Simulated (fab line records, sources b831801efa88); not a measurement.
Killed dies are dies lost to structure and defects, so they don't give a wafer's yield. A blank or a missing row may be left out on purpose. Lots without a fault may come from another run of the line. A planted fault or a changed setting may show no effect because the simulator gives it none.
Which tool did it? | flow gf180mcu | 7 lots, 21 wafers sampled, at 3 steps of a route of 602

WHAT THE GAUGES READ, wafer by wafer
GF_SALICIDE_RS_MEAS_04: measures by four-point-probe.
lot  | measured     | on            | SALICIDE_TIN_RS (ohm/sq)
L723 | day 17 03:01 | film_metro-02 | 16.0 15.9 16.2
L725 | day 17 19:35 | film_metro-01 | 16.6 16.7 16.2
L727 | day 18 11:10 | film_metro-03 | 16.1 15.7 16.8
L730 | day 19 17:19 | film_metro-03 | 16.3 16.2 17.2
L732 | day 20 12:47 | film_metro-03 | 16.3 15.8 16.9
L734 | day 21 04:58 | film_metro-03 | 16.9 16.9 16.6
L741 | day 23 14:47 | film_metro-01 | 20.1 20.8 20.7

WHICH TOOL RAN EACH LOT (tool, then ch and the chambers of the sampled wafers, then the start)
lot  | GF_SALICIDE_SPUTTER_02       | GF_SALICIDE_SPUTTER_03
L723 | pvd_sputter-04, day 17 02:57 | pvd_sputter-04, day 17 02:59
L725 | pvd_sputter-03, day 17 19:32 | pvd_sputter-03, day 17 19:34
L727 | pvd_sputter-04, day 18 11:05 | pvd_sputter-04, day 18 11:07
L730 | pvd_sputter-04, day 19 17:16 | pvd_sputter-04, day 19 17:18
L732 | pvd_sputter-04, day 20 12:43 | pvd_sputter-04, day 20 12:44
L734 | pvd_sputter-03, day 21 04:53 | pvd_sputter-03, day 21 04:55
L741 | pvd_sputter-04, day 23 14:44 | pvd_sputter-04, day 23 14:46
- GF_SALICIDE_SPUTTER_02: material Co, target thk 10 nm, time 20 s.
- GF_SALICIDE_SPUTTER_03: material TiN, target thk 20 nm, time 16.7 s.

THE ANSWER, worked out from the rows above alone
Rule: what is usual is taken from the lots themselves. Put in order of their means at a reading, lots are off if they are a third of the lots or fewer, leave a main group of 4 or more, and stand apart from it by a gap of 3 or more times the standard deviation of the main group's means; of several such gaps the widest counts. A main group whose means are all the same, to the digits that the tables above print for the reading, isn't used. A lot without any number at a reading at which 4 lots or more have one is off too. The other lots that the step has rows for count as sound.
Off: L741, at GF_SALICIDE_RS_MEAS_04 (SALICIDE_TIN_RS). The main group: mean 16.4 ohm/sq, standard deviation 0.25.
A tool fits if, at a process step before that reading, it ran every lot that is off, and no sound lot after the first of them. The gauges at GF_SALICIDE_RS_MEAS_04 are tried like those tools. Can't be told from this: 2 tools fit, pvd_sputter-04 at GF_SALICIDE_SPUTTER_02 and GF_SALICIDE_SPUTTER_03, film_metro-01 at GF_SALICIDE_RS_MEAS_04.

WHAT THE SIMULATOR HAD PUT IN
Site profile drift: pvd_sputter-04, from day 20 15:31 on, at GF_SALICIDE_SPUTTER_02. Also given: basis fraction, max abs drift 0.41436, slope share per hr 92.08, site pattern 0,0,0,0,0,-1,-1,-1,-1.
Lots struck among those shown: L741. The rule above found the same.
